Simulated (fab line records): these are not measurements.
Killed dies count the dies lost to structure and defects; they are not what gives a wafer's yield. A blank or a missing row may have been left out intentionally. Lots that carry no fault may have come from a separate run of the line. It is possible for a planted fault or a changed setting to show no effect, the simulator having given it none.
fab line records	flow gf180mcu
record: lots: 14	wafers: 42	last-day: 34
route steps=602 shown V2@407 M3@422 V3@430
lots untouched by any fault: they come from a run of this same line in which no faults occurred
start-h: start of the lot's first displayed wafer, in hours after the record's first day	wait-h: hours from the lot's prior step to this one	" identical to the entry in the row above	L1.1+2: one row covering several wafers at once	- either no value or no given start	* or withheld: withheld	< > ~ a bound
route shown NAME@n: a module of which the file shows steps, and the number in the route of the first	usual: average and standard deviation across the fault-free wafers	same: alike in all rows	chamber/n: place in a boat	sites: per-site readings	_std_site: standard deviation across them	_edge_site: mean of outer sites minus mean of inner sites	radius-mm: for every site, how far away it sits from the centre of the wafer	mask NAME#n: copy n	behind: the tool/chamber that last shaped the wafer	hold: what put the lot on hold/how long, in hours/how the hold closed	device: the n, p or np transistor that did not switch	end of line: the route-end tests of the same wafers	step lacking rows: just its recipe	killed: the dies lost at the first sort to structure and to defects; this is not the yield of the wafer	map: dies across one wafer; x = killed, . = not, _ = none there
set.NAME: the setting as run; set.NAME@STEP: as run at that earlier step	model.NAME: the simulator's own value behind a step, which no gauge read
the route's steps for a sample of lots (tables are steps, rows are wafers)
== steps ==
step: GF_V2_THK_MEAS_25
recipe: thk-meas-gauge: xrf	reads: W_of_V2_CVD_23
usual: V2_W_THK: 346/3.8
lot.wafer	tool	chamber	start-h	wait-h	V2_W_THK[nm]
L589.2	film-metro-03	-	462.03	0.1	349
L589.3	"	-	"	"	343
L589.5	"	-	"	"	345
L590.1	film-metro-03	-	468.62	0.1	342
L590.2	"	-	"	"	352
L590.4	"	-	"	"	350
L591.1	film-metro-02	-	481.33	0.1	340
L591.4	"	-	"	"	351
L591.5	"	-	"	"	344
L593.3	film-metro-03	-	505.14	0.1	342
L593.4	"	-	"	"	349
L593.5	"	-	"	"	337
L594.2	film-metro-04	-	509.36	0.1	345
L594.4	"	-	"	"	344
L594.6	"	-	"	"	343
L596.1	film-metro-03	-	533.39	0.1	350
L596.3	"	-	"	"	348
L596.4	"	-	"	"	347
L597.3	film-metro-04	-	536.55	0.1	350
L597.5	"	-	"	"	348
L597.6	"	-	"	"	347
L606.3	film-metro-04	-	608.53	0.1	345
L606.4	"	-	"	"	347
L606.6	"	-	"	"	348
L607.1	film-metro-02	-	616.03	0.1	349
L607.2	"	-	"	"	344
L607.4	"	-	"	"	342
L608.3	film-metro-03	-	620.38	0.1	348
L608.4	"	-	"	"	354
L608.6	"	-	"	"	351
L609.3	film-metro-02	-	630.87	0.1	347
L609.4	"	-	"	"	347
L609.5	"	-	"	"	350
L610.2	film-metro-04	-	638.93	0.1	346
L610.4	"	-	"	"	344
L610.6	"	-	"	"	350
L611.1	film-metro-04	-	645.42	0.1	344
L611.2	"	-	"	"	337
L611.5	"	-	"	"	342
L612.1	film-metro-02	-	654.14	0.1	348
L612.3	"	-	"	"	348
L612.6	"	-	"	"	351
step: GF_M3_DEVELOP_13
recipe: develop-time-s: 60	dev-temp-c: 21
usual: developer-temp-C: 20.99/0.11
lot.wafer	tool	chamber	start-h	wait-h	developer-temp-C
L589.2	litho-track-03	0	486.92	0.2	20.95
L589.3	"	0	"	"	20.79
L589.5	"	0	"	"	21.02
L590.1	litho-track-03	0	492.45	0.2	20.84
L590.2	"	0	"	"	21.01
L590.4	"	0	"	"	20.98
L591.1	litho-track-04	0	505.23	0.2	20.85
L591.4	"	0	"	"	20.70
L591.5	"	0	"	"	20.86
L593.3	litho-track-04	0	529.63	0.1	20.92
L593.4	"	0	"	"	20.85
L593.5	"	0	"	"	21.01
L594.2	litho-track-04	0	533.06	0.2	20.99
L594.4	"	0	"	"	21.01
L594.6	"	0	"	"	21.17
L596.1	litho-track-04	0	556.03	0.2	20.21
L596.3	"	0	"	"	20.06
L596.4	"	0	"	"	20.15
L597.3	litho-track-04	0	559.88	0.1	20.03
L597.5	"	0	"	"	20.05
L597.6	"	0	"	"	20.17
L606.3	litho-track-01	0	629.68	0.1	20.81
L606.4	"	0	"	"	20.80
L606.6	"	0	"	"	21.00
L607.1	litho-track-01	0	636.63	0.2	21.13
L607.2	"	0	"	"	20.96
L607.4	"	0	"	"	21.01
L608.3	litho-track-04	0	640.88	0.1	21.08
L608.4	"	0	"	"	20.92
L608.6	"	0	"	"	20.97
L609.3	litho-track-03	0	651.65	0.1	20.90
L609.4	"	0	"	"	20.93
L609.5	"	0	"	"	20.80
L610.2	litho-track-01	0	659.01	0.2	21.10
L610.4	"	0	"	"	21.05
L610.6	"	0	"	"	21.12
L611.1	litho-track-03	0	665.75	0.2	20.90
L611.2	"	0	"	"	20.97
L611.5	"	0	"	"	20.94
L612.1	litho-track-03	0	674.25	0.2	21.10
L612.3	"	0	"	"	21.19
L612.6	"	0	"	"	21.01
step: GF_M3_OVL_MEAS_15
usual: M3_OVL: -2/5.7
lot.wafer	tool	chamber	start-h	wait-h	M3_OVL[nm]
L589.2	overlay-01	-	487.28	0.1	-2
L589.3	"	-	"	"	3
L589.5	"	-	"	"	1
L590.1	overlay-01	-	492.72	0.1	1
L590.2	"	-	"	"	-8
L590.4	"	-	"	"	-12
L591.1	overlay-01	-	505.50	0.1	-7
L591.4	"	-	"	"	1
L591.5	"	-	"	"	3
L593.3	overlay-02	-	529.95	0.1	1
L593.4	"	-	"	"	-8
L593.5	"	-	"	"	0
L594.2	overlay-01	-	533.31	0.1	0
L594.4	"	-	"	"	6
L594.6	"	-	"	"	-9
L596.1	overlay-02	-	556.30	0.1	7
L596.3	"	-	"	"	0
L596.4	"	-	"	"	10
L597.3	overlay-01	-	560.15	0.1	1
L597.5	"	-	"	"	-5
L597.6	"	-	"	"	4
L606.3	overlay-02	-	629.94	0.1	-1
L606.4	"	-	"	"	3
L606.6	"	-	"	"	1
L607.1	overlay-01	-	636.90	0.1	-9
L607.2	"	-	"	"	-4
L607.4	"	-	"	"	-6
L608.3	overlay-01	-	641.11	0.1	11
L608.4	"	-	"	"	7
L608.6	"	-	"	"	0
L609.3	overlay-02	-	651.88	0.1	3
L609.4	"	-	"	"	-7
L609.5	"	-	"	"	5
L610.2	overlay-02	-	659.27	0.1	-7
L610.4	"	-	"	"	-7
L610.6	"	-	"	"	-3
L611.1	overlay-02	-	666.02	0.1	-1
L611.2	"	-	"	"	3
L611.5	"	-	"	"	-3
L612.1	overlay-01	-	674.52	0.1	11
L612.3	"	-	"	"	5
L612.6	"	-	"	"	-6
step: GF_V3_THK_MEAS_01
recipe: reads: SiO2_of_V3_CVD_00
usual: V3_CVD_00_THK: 597/6.3
lot.wafer	tool	chamber	start-h	wait-h	V3_CVD_00_THK[nm]
L589.2	film-metro-03	-	488.12	0.0	588
L589.3	"	-	"	"	601
L589.5	"	-	"	"	594
L590.1	film-metro-03	-	493.52	0.0	604
L590.2	"	-	"	"	602
L590.4	"	-	"	"	600
L591.1	film-metro-01	-	506.30	0.0	594
L591.4	"	-	"	"	596
L591.5	"	-	"	"	596
L593.3	film-metro-03	-	530.95	0.1	584
L593.4	"	-	"	"	595
L593.5	"	-	"	"	594
L594.2	film-metro-04	-	534.09	0.0	598
L594.4	"	-	"	"	603
L594.6	"	-	"	"	599
L596.1	film-metro-01	-	557.41	0.0	607
L596.3	"	-	"	"	599
L596.4	"	-	"	"	602
L597.3	film-metro-01	-	560.96	0.1	592
L597.5	"	-	"	"	603
L597.6	"	-	"	"	593
L606.3	film-metro-04	-	630.72	0.1	597
L606.4	"	-	"	"	594
L606.6	"	-	"	"	601
L607.1	film-metro-01	-	637.71	0.0	609
L607.2	"	-	"	"	610
L607.4	"	-	"	"	606
L608.3	film-metro-03	-	641.90	0.1	607
L608.4	"	-	"	"	592
L608.6	"	-	"	"	597
L609.3	film-metro-03	-	652.69	0.1	593
L609.4	"	-	"	"	594
L609.5	"	-	"	"	596
L610.2	film-metro-01	-	660.05	0.0	601
L610.4	"	-	"	"	600
L610.6	"	-	"	"	601
L611.1	film-metro-03	-	666.79	0.0	584
L611.2	"	-	"	"	589
L611.5	"	-	"	"	586
L612.1	film-metro-04	-	675.29	0.0	590
L612.3	"	-	"	"	582
L612.6	"	-	"	"	590
== key ==
first-sign: step: GF_M3_DEVELOP_13	reading: developer-temp-C	direction: down	sigmas: 8.4	usual: *	struck: *
effect none on later readings
met-at GF_M3_DEVELOP_13
struck-lots L596,L597
not-acting-at GF_V2_THK_MEAS_25,GF_M3_OVL_MEAS_15,GF_V3_THK_MEAS_01
onset-between 533.06 556.03
fault: kind: process-parameter-drift	tool: litho-track-04	chamber: -	onset-h: 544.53	steps: GF_M3_DEVELOP_13	channel: dev-temp-c	offset: *	shape: step	end-h: 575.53	acts-in: *	stated: *
